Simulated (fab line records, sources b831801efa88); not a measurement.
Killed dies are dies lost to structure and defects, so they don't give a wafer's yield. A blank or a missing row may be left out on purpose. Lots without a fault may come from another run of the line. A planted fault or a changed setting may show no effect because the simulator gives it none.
Chamber matching | flow gf180mcu | GF_PASSIVATION_ETCH_11 on rie_diel-03: 4 sister chambers
The step etches the open film in CF4/O2, stops on TiN, target depth 1800 nm, time 400 s. 4 wafers are shown with their chamber, then 7 later ones without.

WAFERS WITH THEIR CHAMBER
wafer  | chamber | throttle_valve_pct (%)
L082.1 | 2       | 5.962
L082.3 | 1       | 5.966
L085.2 | 0       | 5.964
L085.4 | 3       | 5.959

WAFERS WITHOUT THEIR CHAMBER
wafer  | throttle_valve_pct (%)
L085.5 | 5.968
L089.1 | 5.965
L089.2 | 5.958
L089.6 | 5.965
L092.1 | 5.970
L092.2 | 5.952
L092.4 | 5.958

WHICH CHAMBER EACH WENT THROUGH
wafer  | from the rows above               | in truth
L085.5 | can't be placed: 1 or 0 or 2      | 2
L089.1 | can't be placed: 0 or 1 or 2 or 3 | 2
L089.2 | can't be placed: 3 or 2 or 0      | 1
L089.6 | can't be placed: 0 or 1 or 2 or 3 | 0
L092.1 | can't be placed: 1 or 0 or 2      | 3
L092.2 | can't be placed: 3 or 2 or 0      | 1
L092.4 | can't be placed: 3 or 2 or 0      | 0
Placed correctly: 0 of 7. Can't be placed from these rows: 7 (the true chamber is among the candidates in 4). Placed wrongly: 0.
How it was worked out, from the rows above alone: a wafer's distance from a chamber is the root of the sum, over the readings, of the square of ((its reading less the chamber's mean) divided by the reading's scatter). The wafer belongs to the nearest chamber; if the next one is less than 2 further off, it can't be placed. A chamber's mean is the mean of its shown wafers. The scatter: with one shown wafer a chamber, the root of the mean of the squares of how far each hidden wafer lies from its nearest shown one.
